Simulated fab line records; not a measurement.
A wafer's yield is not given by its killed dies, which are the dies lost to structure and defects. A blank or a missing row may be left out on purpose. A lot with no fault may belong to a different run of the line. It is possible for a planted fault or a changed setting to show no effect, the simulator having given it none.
Matching of chambers | flow gf180mcu | GF_HV_LDD_ETCHBACK_58 on rie-diel-01 has 4 sister chambers
The step etches Si3N4 in CH3F/O2, stops on SiO2, time 100 s, target depth 90 nm. 4 wafers are shown with their chamber, then 11 later ones without.

== WAFERS WITH THEIR CHAMBER ==
wafer  | chamber | drypump-motor-current-A (A)
L080.5 | 0       | 6.0
L084.4 | 1       | 6.1
L089.6 | 3       | 5.6
L090.2 | 2       | 6.4

== WAFERS WITHOUT THEIR CHAMBER ==
wafer  | drypump-motor-current-A (A)
L090.3 | 5.6
L090.4 | 6.1
L091.1 | 6.1
L091.4 | 6.5
L091.6 | 5.9
L096.3 | 5.9
L096.4 | 5.6
L096.5 | 5.9
L097.1 | 5.9
L097.3 | 6.1
L097.4 | 6.5

== EACH ONE'S CHAMBER ==
wafer  | from the rows above     | in truth
L090.3 | 3                       | 3
L090.4 | can't be placed: 1 or 0 | 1
L091.1 | can't be placed: 1 or 0 | 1
L091.4 | 2                       | 2
L091.6 | can't be placed: 0 or 1 | 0
L096.3 | can't be placed: 0 or 1 | 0
L096.4 | 3                       | 3
L096.5 | can't be placed: 0 or 1 | 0
L097.1 | can't be placed: 0 or 1 | 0
L097.3 | can't be placed: 1 or 0 | 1
L097.4 | 2                       | 2
Correct placement for 4 of the 11. From these rows, 7 cannot be placed; in 7 the true chamber is one of the candidates. Placed wrongly: 0.
How it was worked out, from the rows above alone: a wafer's distance from a chamber is the root of the sum, over the readings, of the square of ((its reading less the chamber's mean) divided by the reading's scatter). If the next closest chamber is less than 2 further off than the closest, the wafer can't be placed; otherwise it belongs to the closest. A chamber's mean is the mean of its shown wafers. The scatter (one wafer shown for each chamber): square how far every hidden wafer sits from the nearest shown wafer, average those squares and take the square root.
